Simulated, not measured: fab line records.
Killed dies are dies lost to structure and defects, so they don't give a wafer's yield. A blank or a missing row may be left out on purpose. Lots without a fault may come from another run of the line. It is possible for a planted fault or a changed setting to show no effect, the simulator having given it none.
fab line records	flow sky130
record: lots: 4	wafers: 12	lastDay: 50
route steps=708 shown LDD_LDN@292 SPACER@304 POLY_CUT@307 SD_P@320 RES_XHIGH@332 SALICIDE@361 PAD_OPEN@708
lots untouched by any fault: they come from a run of this same line in which no faults occurred
startH: hours from the record's opening day to when the first of the lot's shown wafers began	waitH: time in hours since the lot's previous step	" identical to the entry in the row above	L1.1+2: several wafers, shown together as one row	- value missing, or start not given	* or withheld: withheld	< > ~ a bound
route shown NAME@n: names a module that has steps shown in the file, with the first one's number in the route	usual: mean/standard deviation of fault-free wafers	same: alike in all rows	chamber/n: place in a boat	sites: readings site by site	_std_site: the values' standard deviation	_edge_site: the outer-site mean with the inner-site mean subtracted	radiusMm: for every site, how far away it sits from the centre of the wafer	mask NAME#n: copy n	behind: the tool/chamber that last shaped the wafer	hold: what put the lot on hold/how long, in hours/how the hold closed	device: the n, p or np transistor that did not switch	end of line: the tests these same wafers got at the end of their route	for a step that has no rows: nothing shown but its recipe	killed: the dies lost at the first sort to structure and to defects; this is not the yield of the wafer	map: the dies of a wafer, with x for killed, . for not killed, _ for no die there
set.NAME: the setting the step ran with; set.NAME@STEP: the setting that earlier step ran with	model.NAME: the simulator's own value behind a step, which no gauge read
lots at some steps of the route; a table a step, a row a wafer
services: from which hour (startH, from the record's first day; less than 0 if before it) a tool's chamber was out of use, for how many hours, and why
== steps ==
step: SKY_LDD_LDN_SOFTBAKE_03
recipe: tempC: 90	timeS: 60	resist: NOVOLAK
step: SKY_LDD_LDN_EXPOSE_04
recipe: maskId: LDNTM	na: 0.6	sourceShape: conventional	sigmaOuter: 0.6	polarization: unpolarized	targetCdNm: 700	doseMj: 140
step: SKY_LDD_LDN_PEB_05
recipe: tempC: withheld	timeS: *	resist: NOVOLAK
step: SKY_LDD_LDN_DEVELOP_06
recipe: resist: NOVOLAK	developer: TMAH	developTimeS: 60	devTempC: 23
step: SKY_LDD_LDN_IMPLANT_08
recipe: species: As	energyKev: 15	doseCm2: 1.25e+13	tiltDeg: withheld	rotationDeg: 23
step: SKY_LDD_LDN_IMPLANT_09
recipe: species: As	energyKev: 15	doseCm2: 1.25e+13	tiltDeg: withheld	rotationDeg: 113
step: SKY_LDD_LDN_IMPLANT_10
recipe: species: As	energyKev: 15	doseCm2: 1.25e+13	tiltDeg: withheld	rotationDeg: 203
step: SKY_LDD_LDN_IMPLANT_11
recipe: species: As	energyKev: 15	doseCm2: 1.25e+13	tiltDeg: withheld	rotationDeg: 293
step: SKY_LDD_LDN_STRIP_12
recipe: chemistry: O2/N2	powerW: 1400	pressureMtorr: 1500	platenTempC: withheld	o2FlowSccm: 3000	n2FlowSccm: 300	overashFraction: 0.5
step: SKY_LDD_LDN_CLEAN_14
recipe: chemistry: SC1/SC2	mix: 1:4:20	tempC: 70	timeS: 150	dry: n2Spin
step: SKY_SPACER_CVD_00
recipe: material: Si3N4	precursor: DCS/NH3	targetThkNm: 43.1	tempC: 770	timeS: 740	pressureMtorr: 250
usual: spikeTcCentreC: 770.2/0.96	spikeTcTopC: 779.1/2.1	susceptorTempC: 770.0/0.34	zonePowerCentrePct: 14.2/1	zonePowerLowerPct: 12.8/0.33	zonePowerUpperPct: 12.7/0.58
lot.wafer	tool	chamber	startH	waitH	spikeTcCentreC	spikeTcTopC	susceptorTempC	zonePowerCentrePct	zonePowerLowerPct	zonePowerUpperPct	model.Si3N4_of_SPACER_CVD_00.thkNm
L286.1	lpcvd-02	0	521.46	0.0	769.2	781.5	770.1	15.4	13.2	13.2	43.01
L286.2	"	0	"	"	772.4	780.1	770.5	15.0	13.2	13.1	42.9
L286.6	"	0	"	"	771.7	781.2	770.3	15.0	13.1	13.0	43.08
L299.1	lpcvd-02	1	642.83	0.0	785.2	777.5	770.4	16.8	10.5	10.2	48.08
L299.4	"	1	"	"	784.8	777.3	769.7	16.9	10.5	10.3	49.22
L299.5	"	1	"	"	786.4	778.6	770.1	17.1	10.7	10.2	48.39
L301.1	lpcvd-02	1	655.57	1.1	785.7	779.1	769.9	17.0	10.6	10.3	47.77
L301.2	"	1	"	"	785.2	778.3	769.9	16.9	10.7	10.2	48.33
L301.4	"	1	"	"	785.1	777.7	770.0	17.1	10.5	10.2	48.4
L309.2	lpcvd-02	1	718.76	0.0	771.6	776.6	769.5	13.3	12.5	12.3	43.19
L309.3	"	1	"	"	770.4	778.7	769.5	13.2	12.6	12.2	43.36
L309.4	"	1	"	"	771.4	776.5	769.9	13.2	12.6	12.1	43.5
step: SKY_SPACER_THK_MEAS_01
recipe: reads: Si3N4_of_SPACER_CVD_00
usual: SPACER_CVD_00_THK: 42.8/0.4
lot.wafer	tool	chamber	startH	waitH	hold	SPACER_CVD_00_THK[nm]
L286.1	filmMetro-01	-	522.67	0.0	-	43.0
L286.2	"	-	"	"	-	42.9
L286.6	"	-	"	"	-	43.1
L299.1	filmMetro-01	-	644.03	0.0	awaitDispo/0.2h/release	48.1
L299.4	"	-	"	"	awaitDispo/0.2h/release	49.3
L299.5	"	-	"	"	awaitDispo/0.2h/release	48.4
L299.1	filmMetro-01	-	644.26	0.2	-	48.1
L299.4	"	-	"	"	-	49.2
L299.5	"	-	"	"	-	48.4
L301.1	filmMetro-01	-	656.77	0.0	awaitDispo/0.2h/release	47.7
L301.2	"	-	"	"	awaitDispo/0.2h/release	48.3
L301.4	"	-	"	"	awaitDispo/0.2h/release	48.4
L301.1	filmMetro-01	-	657.00	0.2	-	47.8
L301.2	"	-	"	"	-	48.3
L301.4	"	-	"	"	-	48.4
L309.2	filmMetro-01	-	719.98	0.0	-	43.2
L309.3	"	-	"	"	-	43.4
L309.4	"	-	"	"	-	43.5
step: SKY_SPACER_ETCHBACK_02
recipe: chemistry: CH3F/O2	target: Si3N4	stopOn: SiO2	sourceW: 400	biasW: 80	pressureMtorr: 25	ch3fFlowSccm: 40	O2_flow_sccm: 30	timeS: 46.7	targetDepthA: 450
usual: drypumpMotorCurrentA: 5.7/0.48	oesProductAu: 0.852/0.0064	throttleValvePct: 10.561/0.0077
lot.wafer	tool	chamber	startH	waitH	hold	drypumpMotorCurrentA	oesProductAu	rfHoursCounterH	throttleValvePct	model.etch.depthNm
L286.1	rieDiel-02	2	522.73	0.1	-	6.0	0.861	23	10.562	43.01
L286.2	"	1	"	"	-	5.0	0.860	28	10.561	42.9
L286.6	"	0	"	"	-	5.4	0.857	-	10.561	43.08
L299.1	rieDiel-01	2	646.50	2.2	awaitDispo/2.2h/release	5.9	0.907	10	10.570	48.08
L299.4	"	1	"	"	awaitDispo/2.2h/release	6.1	0.921	14	10.560	49.22
L299.5	"	2	"	"	awaitDispo/2.2h/release	5.9	0.920	-	10.563	48.39
L301.1	rieDiel-01	1	659.34	2.3	awaitDispo/2.3h/release	6.1	0.908	14	10.559	47.77
L301.2	"	3	"	"	awaitDispo/2.3h/release	4.8	0.912	13	10.574	48.33
L301.4	"	2	"	"	awaitDispo/2.3h/release	5.9	0.911	10	10.562	48.4
L309.2	rieDiel-03	1	720.03	0.0	-	5.6	0.854	14	10.559	43.19
L309.3	"	3	"	"	-	6.0	0.859	17	10.558	43.36
L309.4	"	0	"	"	-	6.2	0.869	16	10.554	43.5
step: SKY_POLY_CUT_DEHYDRATE_00
recipe: tempC: 200	timeS: 60
step: SKY_POLY_CUT_HMDS_01
recipe: primeTimeS: 60	primeTempC: 120
step: SKY_POLY_CUT_COAT_02
recipe: resist: BARC	tempC: withheld	timeS: withheld	spinRpm: 3000	resistThkNm: 60
step: SKY_POLY_CUT_COAT_03
recipe: resist: KrF-thick	spinRpm: 3000	resistThkNm: 450
step: SKY_POLY_CUT_SOFTBAKE_04
recipe: tempC: 100	timeS: 90	resist: KrF-thick
step: SKY_POLY_CUT_EXPOSE_05
recipe: maskId: NPCM	na: 0.8	sourceShape: annular	sigmaInner: 0.55	sigmaOuter: 0.85	targetCdNm: 270	doseMj: 32
step: SKY_POLY_CUT_PEB_06
recipe: pebTempC: withheld	pebTimeS: withheld	resist: KrF-thick
step: SKY_POLY_CUT_DEVELOP_07
recipe: developTimeS: 60	resist: KrF-thick	devTempC: 21
step: SKY_POLY_CUT_ETCH_10
recipe: chemistry: N2/H2	target: BARC	ionEnergyEv: 200	sourceW: 500	biasW: 100	pressureMtorr: 30	n2FlowSccm: 100	h2FlowSccm: 200	stopOn: SiO2	timeS: 45.9	targetDepthA: 600
step: SKY_POLY_CUT_ETCH_11
recipe: target: Si3N4	chemistry: CF4/CH2F2/Ar	stopOn: poly-Si	sourceW: 600	biasW: 150	pressureMtorr: 40	cf4FlowSccm: 40	ch2f2FlowSccm: 20	Ar_flow_sccm: 150	timeS: 42.5	targetDepthA: 600
step: SKY_POLY_CUT_STRIP_12
recipe: chemistry: O2/N2	powerW: 1400	pressureMtorr: 1500	platenTempC: withheld	o2FlowSccm: 3000	n2FlowSccm: 300	overashFraction: 0.5
step: SKY_SD_P_DEHYDRATE_00
recipe: tempC: 200	timeS: 60
step: SKY_SD_P_HMDS_01
recipe: primeTimeS: 60	primeTempC: 120
step: SKY_SD_P_COAT_02
recipe: resist: NOVOLAK	spinRpm: 3000	resistThkNm: 1140
step: SKY_SD_P_SOFTBAKE_03
recipe: tempC: 90	timeS: 60	resist: NOVOLAK
step: SKY_SD_P_EXPOSE_04
recipe: maskId: PSDM	na: 0.6	sourceShape: conventional	sigmaOuter: 0.6	polarization: unpolarized	targetCdNm: 380	doseMj: 138
step: SKY_SD_P_PEB_05
recipe: tempC: withheld	timeS: *	resist: NOVOLAK
step: SKY_SD_P_DEVELOP_06
recipe: resist: NOVOLAK	developer: TMAH	developTimeS: 60	devTempC: 23
step: SKY_SD_P_IMPLANT_09
recipe: species: BF2	energyKev: 20	doseCm2: 3e+15	tiltDeg: 0
step: SKY_SD_P_STRIP_10
recipe: chemistry: O2/N2	powerW: 1400	pressureMtorr: 1500	platenTempC: withheld	o2FlowSccm: 3000	n2FlowSccm: 300	overashFraction: 0.5
step: SKY_RES_XHIGH_DEHYDRATE_00
recipe: tempC: 200	timeS: 60
step: SKY_RES_XHIGH_HMDS_01
recipe: primeTimeS: 60	primeTempC: 120
step: SKY_SALICIDE_CLEAN_00
recipe: chemistry: HF-last	timeS: 30	dilution: 100:1	dry: ipaMarangoni
lot.wafer	tool	chamber	startH	waitH	model.Si3N4_of_SPACER_CVD_00.thkNm
L286.1	wetBench-01	0	642.22	0.1	42.03
L286.2	"	0	"	"	41.93
L286.6	"	0	"	"	42.11
L299.1	wetBench-02	1	756.62	0.1	47.11
L299.4	"	1	"	"	48.24
L299.5	"	1	"	"	47.4
L301.1	wetBench-01	0	768.82	0.1	46.8
L301.2	"	0	"	"	47.36
L301.4	"	0	"	"	47.42
L309.2	wetBench-02	1	827.76	0.1	42.22
L309.3	"	1	"	"	42.39
L309.4	"	1	"	"	42.52
step: SKY_PAD_OPEN_PROBE_99
usual: killed_at_M0_to_M3: 43/6.9	killed_at_M4_up: 3.1/1.8	killedAtContacts: 24/5.1	killedAtFrontEnd: 15/4.8	killedAtOther: 0.3/0.48	killedDies: 86/8.9	killedOpen: 47/6.8	killedShort: 39/6.3
same: grossDies: 492	killedAtBackSide: 0
lot.wafer	tool	chamber	startH	waitH	killed_at_M0_to_M3	killed_at_M4_up	killedAtContacts	killedAtFrontEnd	killedAtOther	killedDies	killedOpen	killedShort	model.etest.pfet_01v8.rOnOhmUm	model.etest.sonosUncharged.rOnOhmUm	model.etest.pfet_01v8.driveUaUm	model.etest.pfet_01v8_hvt.driveUaUm	model.etest.sramPfetLatch.driveUaUm	model.etest.pfet_01v8_mvt.driveUaUm	model.etest.ring_1v8.delayPs	model.etest.pfet_01v8.offLog10AUm
L286.1	prober-02	-	1069.15	0.1	43	1	25	13	1	83	49	34	2910	815.3	191.1	142.8	139.8	151	21.63	-9.409
L286.2	prober-02	-	1069.20	0.1	51	4	23	13	0	91	54	37	2909	810.4	191.6	142.8	143.4	152	21.38	-9.753
L286.6	prober-02	-	1069.40	0.2	46	3	16	19	0	84	41	43	2915	814.9	192.5	143.7	138.8	151.9	21.39	-9.565
L299.1	prober-01	-	1154.33	0.1	58	4	20	16	0	98	55	43	3067	839	181.7	133.8	135.7	144.8	21.97	-10.63
L299.4	prober-01	-	1154.48	0.2	43	6	24	15	1	89	50	39	3053	846.2	182	132.8	132.7	146	21.68	-10.51
L299.5	prober-01	-	1154.53	0.2	44	2	26	13	1	86	46	40	3015	858.4	184	137.4	138.9	148.8	21.61	-10.49
L301.1	prober-02	-	1159.57	0.1	29	3	23	14	0	69	33	36	3122	846.5	177	130.6	126	143.1	22.37	-10.57
L301.2	prober-02	-	1159.62	0.1	43	0	28	11	0	82	51	31	3100	849.4	178.3	132.2	128.6	143.3	21.97	-10.68
L301.4	prober-02	-	1159.72	0.2	40	4	25	19	0	88	36	52	3065	838.8	181	134.3	133.7	144.8	21.83	-10.54
L309.2	prober-01	-	1197.95	0.1	49	1	26	18	0	94	44	50	2883	797.7	194.7	145.3	148.5	154.8	21.3	-9.579
L309.3	prober-01	-	1198.00	0.2	50	3	18	18	0	89	47	42	2890	805.6	195.6	145.1	145.7	154.9	21.37	-9.725
L309.4	prober-01	-	1198.05	0.2	35	5	25	17	0	82	42	39	2803	795.2	199.3	148.6	150.5	157.7	20.87	-9.436
killed by level:class
L286.1 VIA1:geometricParticle:open=12 CONTACT:geometricParticle:open=11 VIA3:geometricParticle:open=9 CONTACT:geometricParticle:short=8 METAL1:geometricParticle:short=7 FIELD_ISO:geometricParticle:open=5 METAL3:geometricParticle:short=4 POLY_GATE:geometricParticle:open=3
L286.2 VIA1:geometricParticle:open=10 VIA2:geometricParticle:open=10 LI_CONTACT:geometricParticle:open=9 CONTACT:geometricParticle:short=6 METAL3:geometricParticle:short=6 CONTACT:geometricParticle:open=5 METAL2:geometricParticle:open=5 VIA3:geometricParticle:open=5
L286.6 METAL2:geometricParticle:short=9 CONTACT:geometricParticle:open=8 VIA1:geometricParticle:open=7 VIA2:geometricParticle:open=7 FIELD_ISO:geometricParticle:open=6 VIA3:geometricParticle:open=5 FIELD_ISO:geometricParticle:short=4 POLY_GATE:geometricParticle:open=4
L299.1 VIA1:geometricParticle:open=16 LI_CONTACT:geometricParticle:open=11 VIA1:geometricParticle:short=7 FIELD_ISO:geometricParticle:short=6 METAL2:geometricParticle:short=6 VIA2:geometricParticle:open=6 VIA3:geometricParticle:open=6 CONTACT:geometricParticle:open=5
L299.4 VIA1:geometricParticle:open=14 CONTACT:geometricParticle:open=10 FIELD_ISO:geometricParticle:short=7 VIA2:geometricParticle:open=7 LI_CONTACT:geometricParticle:open=6 VIA3:geometricParticle:open=6 METAL4:geometricParticle:short=6 POLY_GATE:geometricParticle:short=5
L299.5 CONTACT:geometricParticle:open=11 VIA1:geometricParticle:short=7 VIA2:geometricParticle:open=6 LI_CONTACT:geometricParticle:open=6 VIA1:geometricParticle:open=6 METAL2:geometricParticle:short=6 VIA3:geometricParticle:open=5 POLY_GATE:geometricParticle:open=4
L301.1 CONTACT:geometricParticle:open=8 VIA1:geometricParticle:open=7 POLY_GATE:geometricParticle:short=5 CONTACT:geometricParticle:short=5 VIA1:geometricParticle:short=5 LI_CONTACT:geometricParticle:open=4 METAL1:geometricParticle:short=4 FIELD_ISO:geometricParticle:short=3
L301.2 VIA1:geometricParticle:open=17 CONTACT:geometricParticle:open=9 LOCAL_INTERCONNECT:geometricParticle:short=6 VIA3:geometricParticle:open=6 LI_CONTACT:geometricParticle:open=5 VIA2:geometricParticle:open=5 CONTACT:geometricParticle:short=4 METAL1:geometricParticle:short=4
L301.4 VIA1:geometricParticle:open=11 CONTACT:geometricParticle:open=9 CONTACT:geometricParticle:short=7 VIA3:geometricParticle:short=6 POLY_GATE:geometricParticle:short=5 VIA1:geometricParticle:short=5 FIELD_ISO:geometricParticle:short=4 POLY_GATE:geometricParticle:open=4
L309.2 METAL2:geometricParticle:short=11 VIA1:geometricParticle:open=8 LOCAL_INTERCONNECT:geometricParticle:short=7 METAL1:geometricParticle:short=6 CONTACT:geometricParticle:open=6 CONTACT:geometricParticle:short=5 VIA2:geometricParticle:open=5 VIA3:geometricParticle:open=5
L309.3 VIA1:geometricParticle:open=10 CONTACT:geometricParticle:open=8 METAL2:geometricParticle:short=8 METAL1:geometricParticle:short=7 METAL3:geometricParticle:short=6 FIELD_ISO:geometricParticle:open=5 VIA3:geometricParticle:open=5 VIA2:geometricParticle:open=5
L309.4 VIA1:geometricParticle:open=9 LI_CONTACT:geometricParticle:open=8 METAL2:geometricParticle:short=7 FIELD_ISO:geometricParticle:short=6 POLY_GATE:geometricParticle:short=6 CONTACT:geometricParticle:open=6 VIA2:geometricParticle:open=6 VIA3:geometricParticle:open=5
== services ==
tool	chamber	startH	hours	kind
rieDiel-03	3	511.23	3.0	repair
wetBench-01	-	526.70	2.4	repair
rieDiel-03	3	534.69	2.0	repair
rieDiel-01	3	543.19	5.3	repair
rieDiel-02	-	581.14	1.1	repair
rieDiel-03	2	599.69	10.1	repair
wetBench-02	-	602.85	3.4	repair
rieDiel-01	0	616.10	10.4	repair
rieDiel-03	-	634.56	2.8	pm
rieDiel-03	-	641.54	0.7	repair
rieDiel-01	2	663.90	16.6	repair
rieDiel-03	0	681.97	13.1	repair
rieDiel-02	1	682.16	4.2	repair
rieDiel-03	2	687.04	10.8	repair
rieDiel-01	0	694.52	5.6	repair
rieDiel-01	3	701.86	15.4	repair
rieDiel-02	0	705.45	3.9	repair
rieDiel-03	0	710.31	1.4	repair
rieDiel-02	2	722.81	6.1	repair
rieDiel-02	-	727.16	0.4	repair
rieDiel-02	-	739.14	3.0	repair
lpcvd-02	-	741.81	2.8	pm
rieDiel-01	0	766.27	5.0	repair
lpcvd-02	-	804.58	0.4	repair
== key ==
firstSign: step: SKY_SPACER_CVD_00	reading: spikeTcCentreC	direction: up	sigmas: 16	usual: 770.2	struck: 785.4
effect: step: SKY_SPACER_CVD_00	reading: zonePowerLowerPct	direction: down	sigmas: 6.8	usual: 12.8	struck: 10.6
effect: step: SKY_SPACER_THK_MEAS_01	reading: visit	direction: added
effect: step: SKY_SPACER_THK_MEAS_01	reading: SPACER_CVD_00_THK	direction: up	sigmas: 14	usual: 42.8	struck: 48.4
effect: step: SKY_SPACER_ETCHBACK_02	reading: oesProductAu	direction: up	sigmas: 9.5	usual: 0.852	struck: 0.913
modelEffect: step: SKY_SPACER_CVD_00	value: Si3N4_of_SPACER_CVD_00.thkNm	without: 43.08	struck: 48.37
modelEffect: step: SKY_SPACER_ETCHBACK_02	value: etch.depthNm	without: 43.08	struck: 48.37
modelEffect: step: SKY_SALICIDE_CLEAN_00	value: Si3N4_of_SPACER_CVD_00.thkNm	without: 42.1	struck: 47.39
modelEffect: step: SKY_PAD_OPEN_PROBE_99	value: etest.pfet_01v8.rOnOhmUm	without: 2903	struck: 3070
metAt SKY_SPACER_CVD_00
struckWafers L299.1,L299.4,L299.5,L301.1,L301.2,L301.4
testerLeftOut L299,L301
fault: kind: processParameterDrift	tool: lpcvd-02	chamber: 1	onsetH: 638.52	steps: SKY_SPACER_CVD_00	channel: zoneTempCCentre	offset: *	shape: step	endH: 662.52
testerLeftOut: of these lots the tester's yield and bins aren't shown, on N5 and GAA mostly nor the transistor test; their killed dies are dies lost to structure and defects alone, not to doping, threshold or leakage, so they don't give the yield
